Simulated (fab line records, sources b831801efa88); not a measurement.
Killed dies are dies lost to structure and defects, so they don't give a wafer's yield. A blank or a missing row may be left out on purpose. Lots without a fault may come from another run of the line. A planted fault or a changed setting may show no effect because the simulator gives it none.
fab line records	flow gf180mcu
record: lots: 5	wafers: 23
route steps=602 shown HV_LDD@203 NSD@241 PSD@257 SAB@272 SALICIDE@281 CONTACT@291
start_h: the number of hours between the record's first day and the start of the first shown wafer of the lot	wait_h: hours elapsed since this lot's preceding step	" the same as in the row above	L1.1+2: several wafers, shown together as one row	- either no value or no given start	* or withheld: withheld	< > ~ a bound
route shown NAME@n: a module of which the file shows steps, and the number in the route of the first	usual: average and standard deviation across the fault-free wafers	same: alike in all rows	chamber/n: place in a boat	sites: readings site by site	_std_site: how widely they spread, as a standard deviation	_edge_site: inner sites' mean taken away from outer sites' mean	radius_mm: how far each site lies from the wafer's centre	mask NAME#n: copy n	behind: the most recent tool/chamber to have shaped the wafer	hold: why the lot was held/for how many hours/how that ended	device: whichever transistor did not switch (one of n, p or np)	end of line: at the end of the route, the tests of the same wafers	a step without rows: its recipe alone	killed: the dies lost at the first sort to structure and to defects; this is not the yield of the wafer	map: the dies of a wafer, with x for killed, . for not killed, _ for no die there
set.NAME: setting as actually run; set.NAME@STEP: the setting as run at that earlier step	model.NAME: the simulator's own value behind a step, which no gauge read
lots run with intentionally changed settings; tables by step, rows by wafer
== steps ==
step: GF_HV_LDD_SOFTBAKE_27
recipe: temp_c: 90	time_s: 60	resist: NOVOLAK
lot.wafer	tool	chamber	start_h	wait_h	set.temp_c
L074.1+2+3	litho_track-02	0	242.95	0.1	90
L078.1+3+4	litho_track-04	0	273.12	0.1	90
L078.2+6	"	0	"	"	88.38
L081.1+3+4+5+6	litho_track-04	0	295.87	0.1	90
L082.1+5+6	litho_track-04	0	300.12	0.1	90
L082.3+4	"	0	"	"	92.65
L085.1+3+6	litho_track-03	0	336.19	0.1	93.52
L085.2+4	"	0	"	"	90
step: GF_HV_LDD_EXPOSE_28
recipe: mask_id: Nplus_HV_AREA	target_cd_nm: 400	na: 0.6	source_shape: conventional	sigma_outer: 0.6	dose_mj: 140
step: GF_HV_LDD_PEB_29
recipe: temp_c: withheld	time_s: *	resist: NOVOLAK
step: GF_HV_LDD_IMPLANT_35
recipe: species: P	energy_kev: 60	dose_cm2: 7.5e+12	tilt_deg: 30	rotation_deg: 180
step: GF_HV_LDD_IMPLANT_36
recipe: species: P	energy_kev: 60	dose_cm2: 7.061e+12	tilt_deg: 30	rotation_deg: 270
step: GF_HV_LDD_STRIP_37
recipe: chemistry: O2/N2	power_w: 1400	pressure_mtorr: 1500	platen_temp_c: 250	o2_flow_sccm: 3000	n2_flow_sccm: 300	overash_fraction: 0.5
usual: strip_time_to_endpoint_s: 12.618/0.021
lot.wafer	tool	chamber	start_h	wait_h	set.temp_c@HV_LDD_SOFTBAKE_27	strip_time_to_endpoint_s
L074.1	plasma_asher-02	0	253.16	0.1	90	12.595
L074.2	"	1	"	"	90	12.612
L074.3	"	0	"	"	90	12.618
L078.1	plasma_asher-02	1	283.51	0.1	90	12.626
L078.2	"	0	"	"	88.38	12.686
L078.3	"	0	"	"	90	12.651
L078.4	"	1	"	"	90	12.636
L078.6	"	1	"	"	88.38	12.662
L081.1	plasma_asher-03	0	306.74	0.1	90	12.582
L081.3	"	1	"	"	90	12.599
L081.4	"	0	"	"	90	12.608
L081.5	"	1	"	"	90	12.615
L081.6	"	0	"	"	90	12.628
L082.1	plasma_asher-01	1	311.29	0.1	90	12.650
L082.3	"	1	"	"	92.65	12.560
L082.4	"	0	"	"	92.65	12.544
L082.5	"	0	"	"	90	12.628
L082.6	"	1	"	"	90	12.627
L085.1	plasma_asher-03	1	348.06	0.1	93.52	12.484
L085.2	"	0	"	"	90	12.619
L085.3	"	0	"	"	93.52	12.520
L085.4	"	1	"	"	90	12.614
L085.6	"	1	"	"	93.52	12.497
step: GF_HV_LDD_COAT_41
recipe: resist: NOVOLAK	spin_rpm: 3000	resist_thk_nm: 1000
lot.wafer	tool	chamber	start_h	wait_h	set.spin_rpm
L074.1+2+3	litho_track-03	0	262.19	0.1	3000
L078.1+3+6	litho_track-03	0	293.49	0.1	2867
L078.2+4	"	0	"	"	3000
L081.1+3+6	litho_track-02	0	317.10	0.1	3098
L081.4+5	"	0	"	"	3000
L082.1+3+4	litho_track-02	0	321.55	0.1	3000
L082.5+6	"	0	"	"	3109
L085.1+3	litho_track-03	0	358.54	0.1	2850
L085.2+4+6	"	0	"	"	3000
step: GF_HV_LDD_DEVELOP_45
recipe: develop_time_s: 60	dev_temp_c: 23
lot.wafer	tool	chamber	start_h	wait_h	set.develop_time_s
L074.1+2+3	litho_track-03	0	272.34	0.1	60
L078.1+2	litho_track-03	0	303.34	0.1	60
L078.3+4+6	"	0	"	"	66.91
L081.1+4	litho_track-04	0	327.07	0.1	60
L081.3+5+6	"	0	"	"	66.78
L082.1+4+5	litho_track-02	0	331.85	0.1	60
L082.3+6	"	0	"	"	53.19
L085.1+2+6	litho_track-02	0	369.90	0.1	60
L085.3+4	"	0	"	"	52.84
step: GF_HV_LDD_IMPLANT_48
recipe: species: B	energy_kev: 25	dose_cm2: 3e+13	tilt_deg: 7
step: GF_HV_LDD_STRIP_49
recipe: chemistry: O2/N2	power_w: 1400	pressure_mtorr: 1500	platen_temp_c: 250	o2_flow_sccm: 3000	n2_flow_sccm: 300	overash_fraction: 0.5
usual: strip_time_to_endpoint_s: 12.61/0.033
lot.wafer	tool	chamber	start_h	wait_h	set.spin_rpm@HV_LDD_COAT_41	strip_time_to_endpoint_s
L074.1	plasma_asher-01	0	272.79	0.1	3000	12.62
L074.2	"	1	"	"	3000	12.65
L074.3	"	1	"	"	3000	12.61
L078.1	plasma_asher-03	0	303.79	0.1	2867	12.82
L078.2	"	1	"	"	3000	12.63
L078.3	"	0	"	"	2867	12.86
L078.4	"	1	"	"	3000	12.61
L078.6	"	1	"	"	2867	12.85
L081.1	plasma_asher-03	0	327.53	0.1	3098	12.40
L081.3	"	1	"	"	3098	12.37
L081.4	"	0	"	"	3000	12.57
L081.5	"	0	"	"	3000	12.58
L081.6	"	1	"	"	3098	12.42
L082.1	plasma_asher-01	1	332.31	0.1	3000	12.63
L082.3	"	1	"	"	3000	12.63
L082.4	"	0	"	"	3000	12.65
L082.5	"	0	"	"	3109	12.46
L082.6	"	1	"	"	3109	12.43
L085.1	plasma_asher-01	1	370.36	0.1	2850	12.82
L085.2	"	0	"	"	3000	12.63
L085.3	"	0	"	"	2850	12.81
L085.4	"	1	"	"	3000	12.62
L085.6	"	1	"	"	3000	12.62
step: GF_NSD_DEVELOP_06
recipe: develop_time_s: 60	dev_temp_c: 23
lot.wafer	tool	chamber	start_h	wait_h	set.dev_temp_c
L074.1+2+3	litho_track-02	0	295.35	0.1	23
L078.1+4	litho_track-01	0	326.79	0.1	25.54
L078.2+3+6	"	0	"	"	23
L081.1+5	litho_track-01	0	352.59	0.1	25.19
L081.3+4+6	"	0	"	"	23
L082.1+3+4+5+6	litho_track-02	0	357.25	0.1	23
L085.1+2	litho_track-02	0	395.65	0.1	23
L085.3+4+6	"	0	"	"	24.59
step: GF_NSD_CD_MEAS_07
recipe: target_cd_nm: 400
usual: cd_nm: 400.9/2.5
lot.wafer	tool	chamber	start_h	wait_h	set.dev_temp_c@NSD_DEVELOP_06	cd_nm
L074.1	cd_sem-01	-	295.50	0.1	23	401.5
L074.2	"	-	"	"	23	398.3
L074.3	"	-	"	"	23	400.4
L078.1	cd_sem-02	-	326.94	0.1	25.54	392.5
L078.2	"	-	"	"	23	401.6
L078.3	"	-	"	"	23	400.1
L078.4	"	-	"	"	25.54	392.9
L078.6	"	-	"	"	23	400.9
L081.1	cd_sem-01	-	352.74	0.1	25.19	389.3
L081.3	"	-	"	"	23	401.4
L081.4	"	-	"	"	23	396.6
L081.5	"	-	"	"	25.19	390.1
L081.6	"	-	"	"	23	399.9
L082.1	cd_sem-02	-	357.40	0.1	23	400.9
L082.3	"	-	"	"	23	396.4
L082.4	"	-	"	"	23	398.6
L082.5	"	-	"	"	23	398.0
L082.6	"	-	"	"	23	398.4
L085.1	cd_sem-01	-	395.80	0.1	23	404.4
L085.2	"	-	"	"	23	404.8
L085.3	"	-	"	"	24.59	400.1
L085.4	"	-	"	"	24.59	397.5
L085.6	"	-	"	"	24.59	397.6
step: GF_NSD_IMPLANT_09
recipe: species: As	energy_kev: 60	dose_cm2: 4e+15	tilt_deg: 7
lot.wafer	tool	chamber	start_h	wait_h	set.energy_kev	model.implant.rp_nm	model.implant.drp_nm
L074.1+2+3	implanter-01	0	295.66	0.0	60	36.8	16.15
L078.1+3	implanter-02	0	327.10	0.0	60	37.74	16.15
L078.2+4+6	"	0	"	"	55.18	35.22	15.15
L081.1+3+5	implanter-02	0	352.90	0.0	60	37.54	16.15
L081.4+6	"	0	"	"	62.71	38.96	16.7
L082.1+3+6	implanter-02	0	357.56	0.0	60	37.56	16.15
L082.4+5	"	0	"	"	55.66	35.3	15.25
L085.1+2+3	implanter-02	0	395.96	0.0	60	36.74	16.15
L085.4+6	"	0	"	"	57.25	35.34	15.58
step: GF_NSD_IMPLANT_10
recipe: species: P	energy_kev: 40	dose_cm2: 5e+14	tilt_deg: 7
step: GF_NSD_STRIP_11
recipe: chemistry: O2/N2	power_w: 1400	pressure_mtorr: 1500	platen_temp_c: 250	o2_flow_sccm: 3000	n2_flow_sccm: 300	overash_fraction: 0.5
usual: strip_time_to_endpoint_s: 22.77/0.042
lot.wafer	tool	chamber	start_h	wait_h	set.energy_kev@NSD_IMPLANT_09	strip_time_to_endpoint_s
L074.1	plasma_asher-01	0	295.96	0.1	60	22.76
L074.2	"	1	"	"	60	22.75
L074.3	"	0	"	"	60	22.77
L078.1	plasma_asher-02	0	327.40	0.1	60	22.75
L078.2	"	1	"	"	55.18	22.06
L078.3	"	1	"	"	60	22.76
L078.4	"	0	"	"	55.18	22.12
L078.6	"	1	"	"	55.18	22.10
L081.1	plasma_asher-04	0	353.20	0.1	60	22.75
L081.3	"	1	"	"	60	22.76
L081.4	"	0	"	"	62.71	23.11
L081.5	"	1	"	"	60	22.72
L081.6	"	0	"	"	62.71	23.13
L082.1	plasma_asher-04	1	357.86	0.1	60	22.85
L082.3	"	1	"	"	60	22.85
L082.4	"	0	"	"	55.66	22.28
L082.5	"	0	"	"	55.66	22.26
L082.6	"	1	"	"	60	22.83
L085.1	plasma_asher-04	0	396.26	0.1	60	22.76
L085.2	"	1	"	"	60	22.76
L085.3	"	1	"	"	60	22.72
L085.4	"	0	"	"	57.25	22.38
L085.6	"	0	"	"	57.25	22.41
step: GF_NSD_TW_MEAS_12
usual: NSD_TW: 4253/36
lot.wafer	tool	chamber	start_h	wait_h	set.energy_kev@NSD_IMPLANT_09	NSD_TW
L074.1	film_metro-03	-	296.06	0.1	60	4216
L074.2	"	-	"	"	60	4243
L074.3	"	-	"	"	60	4211
L078.1	film_metro-04	-	327.50	0.1	60	4313
L078.2	"	-	"	"	55.18	4199
L078.3	"	-	"	"	60	4313
L078.4	"	-	"	"	55.18	4217
L078.6	"	-	"	"	55.18	4245
L081.1	film_metro-02	-	353.30	0.1	60	4232
L081.3	"	-	"	"	60	4252
L081.4	"	-	"	"	62.71	4295
L081.5	"	-	"	"	60	4253
L081.6	"	-	"	"	62.71	4272
L082.1	film_metro-03	-	357.96	0.1	60	4243
L082.3	"	-	"	"	60	4218
L082.4	"	-	"	"	55.66	4141
L082.5	"	-	"	"	55.66	4169
L082.6	"	-	"	"	60	4234
L085.1	film_metro-04	-	396.36	0.1	60	4265
L085.2	"	-	"	"	60	4269
L085.3	"	-	"	"	60	4263
L085.4	"	-	"	"	57.25	4232
L085.6	"	-	"	"	57.25	4189
step: GF_PSD_IMPLANT_09
recipe: species: BF2	energy_kev: 40	dose_cm2: 1.5e+15	tilt_deg: 7
lot.wafer	tool	chamber	start_h	wait_h	set.energy_kev	model.implant.rp_nm	model.implant.drp_nm
L074.1+2+3	implanter-01	0	316.55	0.0	40	30.32	15.87
L078.1+3+4	implanter-01	0	349.04	0.0	38.64	30.31	15.49
L078.2+6	"	0	"	"	40	31.18	15.87
L081.1+4+6	implanter-04	0	374.93	0.0	37.34	29.05	15.13
L081.3+5	"	0	"	"	40	30.74	15.87
L082.1+4+6	implanter-04	0	380.04	0.0	37.3	27.86	15.12
L082.3+5	"	0	"	"	40	29.5	15.87
L085.1+2+3+4+6	implanter-04	0	419.58	0.0	40	29.53	15.87
step: GF_PSD_STRIP_10
recipe: chemistry: O2/N2	power_w: 1400	pressure_mtorr: 1500	platen_temp_c: 250	o2_flow_sccm: 3000	n2_flow_sccm: 300	overash_fraction: 0.5
usual: strip_time_to_endpoint_s: 16.51/0.033
lot.wafer	tool	chamber	start_h	wait_h	set.energy_kev@PSD_IMPLANT_09	strip_time_to_endpoint_s
L074.1	plasma_asher-03	0	316.70	0.1	40	16.44
L074.2	"	1	"	"	40	16.50
L074.3	"	1	"	"	40	16.48
L078.1	plasma_asher-03	0	349.19	0.1	38.64	16.36
L078.2	"	1	"	"	40	16.47
L078.3	"	1	"	"	38.64	16.39
L078.4	"	0	"	"	38.64	16.38
L078.6	"	0	"	"	40	16.43
L081.1	plasma_asher-01	1	375.08	0.1	37.34	16.23
L081.3	"	1	"	"	40	16.50
L081.4	"	0	"	"	37.34	16.24
L081.5	"	0	"	"	40	16.51
L081.6	"	1	"	"	37.34	16.24
L082.1	plasma_asher-03	0	380.19	0.1	37.3	16.25
L082.3	"	1	"	"	40	16.50
L082.4	"	0	"	"	37.3	16.23
L082.5	"	0	"	"	40	16.50
L082.6	"	1	"	"	37.3	16.24
L085.1	plasma_asher-03	1	419.73	0.1	40	16.52
L085.2	"	0	"	"	40	16.50
L085.3	"	1	"	"	40	16.51
L085.4	"	0	"	"	40	16.47
L085.6	"	1	"	"	40	16.50
step: GF_PSD_CLEAN_12
recipe: chemistry: SC1/SC2	mix: 1:4:20	temp_c: 70	time_s: 150	dry: n2_spin
step: GF_PSD_RTA_13
recipe: temp_c: 1025	time_s: 20	ambient: N2
step: GF_PSD_RS_MEAS_14
recipe: thk_meas_gauge: four-point-probe
usual: NSD_RS: 46.06/0.081
lot.wafer	tool	chamber	start_h	wait_h	set.energy_kev@NSD_IMPLANT_09	NSD_RS[ohm/sq]
L074.1	film_metro-04	-	317.00	0.1	60	46.08
L074.2	"	-	"	"	60	46.08
L074.3	"	-	"	"	60	46.04
L078.1	film_metro-04	-	349.49	0.1	60	46.08
L078.2	"	-	"	"	55.18	47.40
L078.3	"	-	"	"	60	46.08
L078.4	"	-	"	"	55.18	47.44
L078.6	"	-	"	"	55.18	47.39
L081.1	film_metro-02	-	375.42	0.1	60	46.15
L081.3	"	-	"	"	60	46.13
L081.4	"	-	"	"	62.71	45.29
L081.5	"	-	"	"	60	46.04
L081.6	"	-	"	"	62.71	45.28
L082.1	film_metro-02	-	380.49	0.1	60	46.07
L082.3	"	-	"	"	60	46.01
L082.4	"	-	"	"	55.66	47.30
L082.5	"	-	"	"	55.66	47.36
L082.6	"	-	"	"	60	46.17
L085.1	film_metro-02	-	420.02	0.1	60	45.95
L085.2	"	-	"	"	60	46.00
L085.3	"	-	"	"	60	46.10
L085.4	"	-	"	"	57.25	46.88
L085.6	"	-	"	"	57.25	46.76
step: GF_PSD_RS_MEAS_15
recipe: thk_meas_gauge: four-point-probe
usual: PSD_RS: 108.4/0.33
lot.wafer	tool	chamber	start_h	wait_h	set.energy_kev@PSD_IMPLANT_09	PSD_RS[ohm/sq]
L074.1	film_metro-04	-	317.12	0.1	40	108.4
L074.2	"	-	"	"	40	108.5
L074.3	"	-	"	"	40	108.1
L078.1	film_metro-04	-	349.61	0.1	38.64	109.8
L078.2	"	-	"	"	40	107.9
L078.3	"	-	"	"	38.64	110.1
L078.4	"	-	"	"	38.64	110.0
L078.6	"	-	"	"	40	108.2
L081.1	film_metro-02	-	375.54	0.1	37.34	111.9
L081.3	"	-	"	"	40	108.5
L081.4	"	-	"	"	37.34	112.1
L081.5	"	-	"	"	40	108.3
L081.6	"	-	"	"	37.34	111.7
L082.1	film_metro-02	-	380.61	0.1	37.3	112.3
L082.3	"	-	"	"	40	108.5
L082.4	"	-	"	"	37.3	112.2
L082.5	"	-	"	"	40	108.9
L082.6	"	-	"	"	37.3	112.4
L085.1	film_metro-02	-	420.14	0.1	40	107.7
L085.2	"	-	"	"	40	108.0
L085.3	"	-	"	"	40	108.2
L085.4	"	-	"	"	40	108.4
L085.6	"	-	"	"	40	107.9
step: GF_SAB_DEVELOP_08
recipe: develop_time_s: 60	dev_temp_c: 23
lot.wafer	tool	chamber	start_h	wait_h	set.dev_temp_c
L074.1+2+3	litho_track-04	0	337.32	0.1	23
L078.1+2+4	litho_track-01	0	371.44	0.1	20.83
L078.3+6	"	0	"	"	23
L081.1+4+5	litho_track-01	0	398.69	0.1	26.27
L081.3+6	"	0	"	"	23
L082.1+3+4	litho_track-04	0	403.67	0.1	23
L082.5+6	"	0	"	"	24.69
L085.1+3	litho_track-04	0	443.97	0.1	21.51
L085.2+4+6	"	0	"	"	23
step: GF_SAB_CD_MEAS_09
recipe: target_cd_nm: 420
usual: cd_nm: 418.9/2.5
lot.wafer	tool	chamber	start_h	wait_h	set.dev_temp_c@SAB_DEVELOP_08	cd_nm
L074.1	cd_sem-01	-	337.47	0.1	23	416.8
L074.2	"	-	"	"	23	418.0
L074.3	"	-	"	"	23	417.2
L078.1	cd_sem-01	-	371.59	0.1	20.83	411.6
L078.2	"	-	"	"	20.83	412.5
L078.3	"	-	"	"	23	419.0
L078.4	"	-	"	"	20.83	412.3
L078.6	"	-	"	"	23	420.1
L081.1	cd_sem-01	-	398.84	0.1	26.27	425.9
L081.3	"	-	"	"	23	416.9
L081.4	"	-	"	"	26.27	428.4
L081.5	"	-	"	"	26.27	428.5
L081.6	"	-	"	"	23	418.1
L082.1	cd_sem-02	-	403.82	0.1	23	417.2
L082.3	"	-	"	"	23	416.5
L082.4	"	-	"	"	23	419.5
L082.5	"	-	"	"	24.69	422.5
L082.6	"	-	"	"	24.69	424.6
L085.1	cd_sem-01	-	444.12	0.1	21.51	412.2
L085.2	"	-	"	"	23	418.1
L085.3	"	-	"	"	21.51	410.6
L085.4	"	-	"	"	23	418.3
L085.6	"	-	"	"	23	416.2
step: GF_SAB_ETCH_11
recipe: chemistry: C4F8/O2/Ar	mask_material: NOVOLAK	target: SiO2	target_depth_nm: 55	source_w: 1500	bias_w: 1200	pressure_mtorr: 40	c4f8_flow_sccm: withheld	O2_flow_sccm: 6	Ar_flow_sccm: 300	time_s: 8.5
lot.wafer	tool	chamber	start_h	wait_h	set.dev_temp_c@SAB_DEVELOP_08	model.SAB.cd_nm
L074.1	rie_diel-03	3	337.63	0.0	23	417.3
L074.2	"	1	"	"	23	418.3
L074.3	"	0	"	"	23	417.4
L078.1	rie_diel-04	1	371.75	0.0	20.83	412
L078.2	"	0	"	"	20.83	412.4
L078.3	"	3	"	"	23	419.1
L078.4	"	2	"	"	20.83	412.1
L078.6	"	2	"	"	23	420.1
L081.1	rie_diel-03	1	398.99	0.0	26.27	425.6
L081.3	"	2	"	"	23	416.5
L081.4	"	0	"	"	26.27	428.8
L081.5	"	0	"	"	26.27	428.4
L081.6	"	1	"	"	23	417.8
L082.1	rie_diel-03	2	403.99	0.0	23	417.1
L082.3	"	3	"	"	23	416.8
L082.4	"	0	"	"	23	419.9
L082.5	"	3	"	"	24.69	422.6
L082.6	"	2	"	"	24.69	424.3
L085.1	rie_diel-02	3	444.28	0.0	21.51	412.1
L085.2	"	1	"	"	23	417.9
L085.3	"	2	"	"	21.51	410.7
L085.4	"	2	"	"	23	418.4
L085.6	"	1	"	"	23	416.2
step: GF_SALICIDE_SPUTTER_03
recipe: material: TiN	target_thk_nm: 20	power_w: 6500	time_s: 16.7	chamber_pressure_pa: 0.4
lot.wafer	tool	chamber	start_h	wait_h	set.power_w	model.TiN_of_SALICIDE_SPUTTER_03.thk_nm
L074.1	pvd_sputter-01	-	338.01	0.0	6500	20.2
L074.2	"	-	"	"	6500	20.32
L074.3	"	-	"	"	6500	20.27
L078.1	pvd_sputter-03	-	372.13	0.0	6500	19.97
L078.2	"	-	"	"	6500	19.91
L078.3	"	-	"	"	6241	19.01
L078.4	"	-	"	"	6241	19.18
L078.6	"	-	"	"	6500	19.99
L081.1	pvd_sputter-01	-	399.36	0.0	6500	20.29
L081.3	"	-	"	"	6500	20.2
L081.4	"	-	"	"	6500	20.3
L081.5	"	-	"	"	6500	20.33
L081.6	"	-	"	"	6500	20.15
L082.1	pvd_sputter-04	-	404.37	0.0	6500	20.09
L082.3	"	-	"	"	6500	19.95
L082.4	"	-	"	"	6943	21.22
L082.5	"	-	"	"	6500	20
L082.6	"	-	"	"	6943	21.17
L085.1+4	pvd_sputter-04	-	444.64	0.0	6500	20.18
L085.2	"	-	"	"	6500	19.95
L085.3	"	-	"	"	6500	20.05
L085.6	"	-	"	"	6500	20.13
step: GF_SALICIDE_THK_MEAS_05
recipe: thk_meas_gauge: xrf	reads: TiN_of_SALICIDE_SPUTTER_03
usual: SALICIDE_TIN_THK: 20.31/0.25
lot.wafer	tool	chamber	start_h	wait_h	set.power_w@SALICIDE_SPUTTER_03	SALICIDE_TIN_THK[nm]
L074.1	film_metro-01	-	338.15	0.1	6500	20.44
L074.2	"	-	"	"	6500	20.64
L074.3	"	-	"	"	6500	20.50
L078.1	film_metro-01	-	372.27	0.1	6500	20.14
L078.2	"	-	"	"	6500	20.00
L078.3	"	-	"	"	6241	19.14
L078.4	"	-	"	"	6241	19.33
L078.6	"	-	"	"	6500	20.16
L081.1	film_metro-01	-	399.51	0.1	6500	20.45
L081.3	"	-	"	"	6500	20.36
L081.4	"	-	"	"	6500	20.38
L081.5	"	-	"	"	6500	20.41
L081.6	"	-	"	"	6500	20.34
L082.1	film_metro-04	-	404.52	0.1	6500	20.34
L082.3	"	-	"	"	6500	20.14
L082.4	"	-	"	"	6943	21.48
L082.5	"	-	"	"	6500	20.24
L082.6	"	-	"	"	6943	21.40
L085.1	film_metro-04	-	444.79	0.1	6500	20.56
L085.2	"	-	"	"	6500	20.28
L085.3	"	-	"	"	6500	20.34
L085.4	"	-	"	"	6500	20.56
L085.6	"	-	"	"	6500	20.38
step: GF_CONTACT_CMP_04
recipe: material: SiO2	down_force_psi: 4	platen_rpm: 60	pad_velocity_m_s: 0.94248
lot.wafer	tool	chamber	start_h	wait_h	set.leave_above_ref_nm	model.SiO2_of_CONTACT_CVD_02.thk_nm
L074.1+2	cmp-02	1,0	338.74	0.1	560	560
L074.3	"	2	"	"	560	559.4
L078.4	cmp-02	1	372.87	0.0	560	560
L078.3	"	2	"	"	560	561.4
L078.2	"	3	"	"	560	561.3
L078.1	"	0	"	"	560	560.8
L078.6	"	1	"	"	560	560.2
L081.3	cmp-02	1	400.10	0.0	577.3	579.1
L081.1	"	2	"	"	560	561.2
L081.4	"	3	"	"	577.3	578.9
L081.6	"	1	"	"	560	560.2
L081.5	"	2	"	"	560	561.7
L082.4	cmp-01	2	405.16	0.1	560	560.2
L082.1	"	3	"	"	521.2	520.9
L082.3	"	0	"	"	560	559.7
L082.6+5	"	1,2	"	"	521.2	521.9
L085.4	cmp-02	2	445.38	0.0	560	560.3
L085.2	"	3	"	"	560	560.5
L085.1	"	0	"	"	560	559.6
L085.3	"	1	"	"	560	560.8
L085.6	"	3	"	"	560	562.2
== key ==
split: step: GF_HV_LDD_SOFTBAKE_27	setting: temp_c	stated: 90	by: wafer
response: step: GF_HV_LDD_STRIP_37	reading: strip_time_to_endpoint_s	change: *	per: 1%	r: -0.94
split: step: GF_HV_LDD_COAT_41	setting: spin_rpm	stated: 3000	by: wafer
response: step: GF_HV_LDD_STRIP_49	reading: strip_time_to_endpoint_s	change: *	per: 1%	r: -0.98
split: step: GF_HV_LDD_DEVELOP_45	setting: develop_time_s	stated: 60	by: wafer
response none clear
split: step: GF_NSD_DEVELOP_06	setting: dev_temp_c	stated: 23	by: wafer
response: step: GF_NSD_CD_MEAS_07	reading: cd_nm	change: -0.86	per: 1%	r: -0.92
split: step: GF_NSD_IMPLANT_09	setting: energy_kev	stated: 60	by: wafer
response: step: GF_NSD_IMPLANT_09	reading: model.implant.rp_nm	change: +0.312	per: 1%	r: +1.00
response: step: GF_NSD_IMPLANT_09	reading: model.implant.drp_nm	change: +0.124	per: 1%	r: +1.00
response: step: GF_NSD_STRIP_11	reading: strip_time_to_endpoint_s	change: *	per: 1%	r: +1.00
response: step: GF_NSD_TW_MEAS_12	reading: NSD_TW	change: +10.9	per: 1%	r: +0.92
response: step: GF_PSD_RS_MEAS_14	reading: NSD_RS	change: -0.171	per: 1%	r: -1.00
split: step: GF_PSD_IMPLANT_09	setting: energy_kev	stated: 40	by: wafer
response: step: GF_PSD_IMPLANT_09	reading: model.implant.rp_nm	change: +0.249	per: 1%	r: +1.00
response: step: GF_PSD_IMPLANT_09	reading: model.implant.drp_nm	change: +0.112	per: 1%	r: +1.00
response: step: GF_PSD_STRIP_10	reading: strip_time_to_endpoint_s	change: *	per: 1%	r: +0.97
response: step: GF_PSD_RS_MEAS_15	reading: PSD_RS	change: -0.537	per: 1%	r: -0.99
split: step: GF_SAB_DEVELOP_08	setting: dev_temp_c	stated: 23	by: wafer
response: step: GF_SAB_CD_MEAS_09	reading: cd_nm	change: +0.766	per: 1%	r: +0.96
response: step: GF_SAB_ETCH_11	reading: model.SAB.cd_nm	change: +0.771	per: 1%	r: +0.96
split: step: GF_SALICIDE_SPUTTER_03	setting: power_w	stated: 6500	by: wafer
response: step: GF_SALICIDE_SPUTTER_03	reading: model.TiN_of_SALICIDE_SPUTTER_03.thk_nm	change: +0.185	per: 1%	r: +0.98
response: step: GF_SALICIDE_THK_MEAS_05	reading: SALICIDE_TIN_THK	change: +0.186	per: 1%	r: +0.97
split: step: GF_CONTACT_CMP_04	setting: leave_above_ref_nm	stated: 560	by: wafer
response: step: GF_CONTACT_CMP_04	reading: model.SiO2_of_CONTACT_CVD_02.thk_nm	change: +5.58	per: 1%	r: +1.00
